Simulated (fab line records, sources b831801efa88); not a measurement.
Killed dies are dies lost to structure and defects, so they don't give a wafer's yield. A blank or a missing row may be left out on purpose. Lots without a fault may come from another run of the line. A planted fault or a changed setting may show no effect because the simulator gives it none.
Problem report in the 8D (eight disciplines) form, filled by code | flow sky130 | the parts of the form that need people (team, actions taken, sign-off) are left out

1. THE PROBLEM
LDD_LDN_TW at SKY_LDD_LDN_TW_MEAS_13 reads a mean of 1525 on 6 wafers of 2 lots; wafers without a fault read 1465 with a standard deviation of 7.5. That is +8.0 standard deviations from the usual mean.
First seen on wafer L252.1, day 28 09:50, on film_metro-01. The record holds 42 wafers of 14 lots with a number at this step. Rule for "out", or "out of limits": more than 4 standard deviations from the usual mean. The other wafers with a number count as sound.

2. WHAT IT IS AND WHAT IT IS NOT
question                    | is                     | is not
which readings at this step | LDD_LDN_TW             | -
which lots                  | L252, L255             | L239, L240, L241, L243, L245, L246, L247, L250, L253, L259, L260, L262
which wafers of those lots  | all that have a number | -
read on which gauges        | film_metro-01          | film_metro-02, film_metro-03
when                        | from day 28 09:50      | up to then (24 sound wafers); but 12 sound wafers of L253, L259, L260, L262 came after

3. SUSPECTS, AND WHAT RULES EACH OUT
Counting: a tool at a process step up to the reading stays a suspect if it ran every lot that is out and no sound lot after the first of them.
- the gauge at SKY_LDD_LDN_TW_MEAS_13: ruled out. All the wafers that are out were read on film_metro-01, but those of them that SKY_LDD_LDN_IMPLANT_08 has rows for are out there too, on other tools.
- implanter-04 at SKY_LDD_LDN_IMPLANT_08: kept. It ran every lot that is out, first L252 (day 28 09:08), and no sound lot after that; its last sound lot up to then is L243 (day 24 19:16). Its own readings are out on those wafers: dose_ions_cm2, faraday_current_uA.
Left after counting: implanter-04 at SKY_LDD_LDN_IMPLANT_08.

4. THE CAUSE (what the simulator had put in)
Process parameter drift: implanter-04, from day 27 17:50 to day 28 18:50, at SKY_LDD_LDN_IMPLANT_08. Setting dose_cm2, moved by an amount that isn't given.
Counting left only this tool.

5. THE CHAIN OF EFFECTS, in route order
Each row: a reading whose mean over the struck wafers that have a number lies more than 3 standard deviations from the usual. Only readings for which the record gives a usual standard deviation are gone through. hours: the time from each lot's start at the first step in this table that gives one to its start at this step, as a median over the lots. sigmas: the change in usual standard deviations.
hours | step                   | reading            | usual      | on struck wafers | change      | sigmas
0     | SKY_LDD_LDN_IMPLANT_08 | dose_ions_cm2      | 1.2499e+13 | 1.9179e+13       | +6.6803e+12 | +99 or more
0     | SKY_LDD_LDN_IMPLANT_08 | faraday_current_uA | 70.5       | 108.9            | +38.4       | +27
1     | SKY_LDD_LDN_TW_MEAS_13 | LDD_LDN_TW         | 1465       | 1525             | +60         | +8.0
The process steps in it:
- SKY_LDD_LDN_IMPLANT_08

6. WHAT WOULD HAVE CAUGHT IT SOONER
In this record the first reading out of limits at a measuring or inspecting step was taken at day 28 09:50, 16 hours after the fault began at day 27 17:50.
The tool's own readings at SKY_LDD_LDN_IMPLANT_08 were out on every struck wafer that the step has a row for (dose_ions_cm2, faraday_current_uA): an alarm limit on them would have fired on the first of those.
Of the lots that are out (2), L255 began SKY_LDD_LDN_IMPLANT_08 on implanter-04 after day 28 09:50. A hold on the tool at that time would have spared it.
